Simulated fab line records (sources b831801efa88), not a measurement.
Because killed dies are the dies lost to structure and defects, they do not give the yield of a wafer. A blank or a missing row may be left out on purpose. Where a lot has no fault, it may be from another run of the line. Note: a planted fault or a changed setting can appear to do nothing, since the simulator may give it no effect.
A lot that was struck, set against a sound lot | flow sky130 | 18 out of 708 route steps
Sound: wafers L853.1, L853.2, L853.3. Struck: wafers L859.3, L859.4, L859.6. Last of all comes the cause.
At each step with rows: each side's tool, then ch and its chambers, then its first start. Under that, the readings that differ: sound wafers | struck wafers | difference of the means | sigmas: that difference in standard deviations of wafers without a fault.
alike: a reading whose means differ by less than 2 such deviations, as well as words and numbers matching on both sides. not compared: withheld readings; readings where some wafer has no value; bounds like >300 that might hide an equal value; numbers whose values overlap and for which the record gives no deviation.
Wherever a step has rows on one side only, a row that says differs or no value, or a row with sigmas, the two part there. Non-overlapping numbers with no deviation appear without sigmas and do not part them. Lack of a reading on every wafer of one side parts them only where that side has two or more wafers.

first, 2 steps without rows for these wafers: SKY_NWELL_PEB_08; SKY_NWELL_DEVELOP_09 (develop time 60 s).
SKY_NWELL_OVL_MEAS_10:
  sound on overlay-01, day 5 14:35; struck on overlay-01, day 6 18:27
  alike: NWELL_00_OVL
then, 3 steps without rows for these wafers: SKY_NWELL_IMPLANT_11; SKY_NWELL_IMPLANT_12; SKY_NWELL_IMPLANT_13.
SKY_NWELL_STRIP_14: strips in O2/N2.
  sound on plasmaAsher-01 ch 0,1, day 5 15:07; struck on plasmaAsher-01 ch 0,1, day 6 18:58
reading                  | sound             | struck            | difference | sigmas
stripTimeToEndpointS (s) | 37.00 37.13 37.10 | 36.74 36.83 36.80 | -0.29      | -3
  alike: drypumpMotorCurrentA, oesProductAu
  not compared: rfHoursCounterH
SKY_NWELL_TW_MEAS_15:
  sound on filmMetro-04, day 5 15:13; struck on filmMetro-03, day 6 19:02
reading  | sound          | struck         | difference | sigmas
NWELL_TW | 1825 1836 1829 | 1773 1773 1776 | -56        | -3
then, 4 steps without rows for these wafers: SKY_NWELL_DEHYDRATE_16 (time 60 s); SKY_NWELL_HMDS_17 (prime time 60 s); SKY_NWELL_COAT_18 (resist thk 3000 nm); SKY_NWELL_SOFTBAKE_19.
SKY_NWELL_EXPOSE_20: exposes mask NWM COMPLEMENT, target cd 840 nm.
  sound on ilineStepper-02 ch 0, day 6 00:38; struck on ilineStepper-01 ch 0, day 7 04:52
reading                     | sound             | struck            | difference | sigmas
model.NWELL.overlayXNm (nm) | -1.51 -1.51 -1.51 | 95.09 95.09 95.09 | +96.60     | 
  alike: mask
then, 2 steps without rows for these wafers: SKY_NWELL_PEB_21; SKY_NWELL_DEVELOP_22 (develop time 60 s).
SKY_NWELL_OVL_MEAS_23:
  sound on overlay-02, day 6 09:20; struck on overlay-02, day 7 14:04
reading           | sound          | struck         | difference | sigmas
NWELL_01_OVL (nm) | -1.4 -1.4 -0.8 | 94.4 94.7 94.8 | +95.8      | +68
next, for these wafers, 1 step has no rows: SKY_NWELL_IMPLANT_24.
-- the record jumps here: 41 days lie between the struck wafers' starts before and after (it left off in module NWELL and takes up again in module PAD_OPEN, whose first step shown is number 708 of the route) --
SKY_PAD_OPEN_PROBE_99:
  sound on prober-01, day 47 01:13; struck on prober-02, day 48 04:12
reading                        | sound                         | struck                        | difference | sigmas
killedDies                     | 88 74 78                      | 109 95 104                    | +23        | +2
killedOpen                     | 44 40 42                      | 67 57 59                      | +19        | +3
model.etest.pfet_16v.rOnOhmUm  | 1.528e+04 1.532e+04 1.499e+04 | 1.723e+04 1.643e+04 1.701e+04 | +1.693e+03 | 
model.etest.nfet_16v.rOnOhmUm  | 1.38e+04 1.4e+04 1.383e+04    | 1.528e+04 1.516e+04 1.513e+04 | +1.313e+03 | 
model.etest.pfet_16v.driveUaUm | 246.3 244.7 250.4             | 210.9 216.7 212               | -33.9      | 
model.etest.nfet_16v.driveUaUm | 226.2 224.7 225.6             | 213.7 216.4 214.3             | -10.7      | 
  alike: killed_at_M0_to_M3, killed_at_M4_up, killedAtContacts, killedAtFrontEnd, killedAtOther, killedShort

WHERE THEY PART
First at SKY_NWELL_STRIP_14; last, within this record, at SKY_PAD_OPEN_PROBE_99.

WHY: what the simulator had put in
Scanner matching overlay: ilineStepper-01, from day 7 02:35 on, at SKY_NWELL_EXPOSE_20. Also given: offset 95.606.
